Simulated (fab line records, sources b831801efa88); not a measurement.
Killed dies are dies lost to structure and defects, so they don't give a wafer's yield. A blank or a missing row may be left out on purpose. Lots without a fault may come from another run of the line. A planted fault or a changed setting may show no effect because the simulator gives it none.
Split-lot experiment | flow sfq_line | 5 lots, 23 wafers read, on a route of 325 steps

THE SPLIT
At SFQ_TRILAYER_M1_LITHO_COAT_044 (resist thk 62 nm), the setting resist_thk_nm was moved away from the recipe's 62 nm on 5 of the 23 wafers read, by -4.7% to +3.2%. The other wafers ran this setting at the recipe's value.

The file shows no step between the split and the reading.

THE READING
etch.depth_nm (the simulator's own value, which no gauge read), in nm, at SFQ_TRILAYER_M1_BARC_OPEN_METAL_ETCH_054 (etches BARC in O2, target depth 125 nm, time 41.7 s). The file gives no usual value for it. The 18 wafers here that ran the recipe average 62.01 nm, standard deviation 0.079 nm.

wafer  | tool, chamber at the split | resist_thk_nm as run, nm | against the recipe | etch.depth_nm, nm | against lot-mates on the recipe
L076.1 | litho_track-04, 0          | 62                       | recipe             | 61.97             | -
L076.2 | litho_track-04, 0          | 62                       | recipe             | 62.05             | -
L076.3 | litho_track-04, 0          | 62                       | recipe             | 62.08             | -
L076.4 | litho_track-04, 0          | 62                       | recipe             | 61.97             | -
L076.5 | litho_track-04, 0          | 62                       | recipe             | 62.06             | -
L077.1 | litho_track-02, 0          | 62                       | recipe             | 61.94             | -
L077.2 | litho_track-02, 0          | 62                       | recipe             | 61.99             | -
L077.3 | litho_track-02, 0          | 62                       | recipe             | 62.09             | -
L077.4 | litho_track-02, 0          | 62                       | recipe             | 61.88             | -
L077.6 | litho_track-02, 0          | 62                       | recipe             | 62.12             | -
L080.1 | litho_track-03, 0          | 62                       | recipe             | 61.98             | -
L080.3 | litho_track-03, 0          | 62                       | recipe             | 61.9              | -
L080.6 | litho_track-03, 0          | 62                       | recipe             | 62.03             | -
L083.1 | litho_track-03, 0          | 63.96                    | +3.2%              | 64.27             | +2.16
L083.3 | litho_track-03, 0          | 62                       | recipe             | 62.09             | -
L083.4 | litho_track-03, 0          | 63.96                    | +3.2%              | 64.05             | +1.94
L083.5 | litho_track-03, 0          | 62                       | recipe             | 62.12             | -
L083.6 | litho_track-03, 0          | 63.96                    | +3.2%              | 64.15             | +2.05
L084.1 | litho_track-03, 0          | 59.07                    | -4.7%              | 59.03             | -2.91
L084.2 | litho_track-03, 0          | 62                       | recipe             | 62.04             | -
L084.4 | litho_track-03, 0          | 62                       | recipe             | 61.92             | -
L084.5 | litho_track-03, 0          | 62                       | recipe             | 61.87             | -
L084.6 | litho_track-03, 0          | 59.07                    | -4.7%              | 59.05             | -2.89

THE FIT
A straight line over all 23 wafers: etch.depth_nm changes by +0.649 nm for each +1% of resist_thk_nm; r = +1.00; the points scatter about the line by 0.092 nm.
The same after taking each lot's own level away (the mean of its wafers on the recipe; 23 wafers): +0.628 nm for each +1%; r = +1.00; scatter 0.075 nm.
On that fit, the largest move of resist_thk_nm shifts the reading by 3 nm.
The lots' own levels span 61.943 to 62.105 nm, that is 2.0 times the standard deviation above.
So the lot-to-lot level changes the slope little: the two slopes agree.
Check: with one of the wafers moved furthest among these (-4.7%) left out of the fit, the line predicts -2.98 nm for it against its lot-mates. It came out at -2.91 nm against them.

OTHER SPLITS ON THESE WAFERS
These wafers also went through other splits before the reading. Each is held against what the fit with the lots' levels taken away leaves over:
other split on the same wafers                    | wafers away from the commonest value | r with etch.depth_nm (lot level and that fit taken away)
SFQ_TRILAYER_L0_LITHO_COAT_010 resist_thk_nm      | 10                                   | -0.19
SFQ_TRILAYER_L0_VIA_LITHO_COAT_018 resist_thk_nm  | 7                                    | -0.21
SFQ_TRILAYER_L0_VIA_BARC_OPEN_VIA_ETCH_021 bias_w | 6                                    | -0.04
SFQ_TRILAYER_M0_LITHO_COAT_021 resist_thk_nm      | 9                                    | +0.14
SFQ_TRILAYER_M0_BARC_OPEN_METAL_ETCH_031 bias_w   | 8                                    | +0.19
SFQ_TRILAYER_I0_CMP_CMP_028 leave_above_ref_nm    | 8                                    | -0.01
SFQ_TRILAYER_I0_VIA_LITHO_COAT_031 spin_rpm       | 11                                   | -0.01
SFQ_TRILAYER_I0_VIA_ETCH_VIA_ETCH_034 source_w    | 5                                    | -0.12

THE WHOLE CHAIN: every reading that the file lists as answering this split, in the file's order
step                                     | what it does                                        | reading                                                                                    | change (the file's fit)               | r (the file's)
SFQ_TRILAYER_M1_LITHO_COAT_044           | resist thk 62 nm                                    | BARC_of_TRILAYER_M1_LITHO_COAT_044.thk_nm (the simulator's own value, which no gauge read) | +0.625 nm for each +1% of the setting | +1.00
SFQ_TRILAYER_M1_BARC_OPEN_METAL_ETCH_054 | etches BARC in O2, target depth 125 nm, time 41.7 s | etch.depth_nm (the simulator's own value, which no gauge read)                             | +0.625 nm for each +1% of the setting | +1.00

THE FILE'S OWN FIT
etch.depth_nm changes by +0.625 nm for each +1% of resist_thk_nm, r = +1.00.
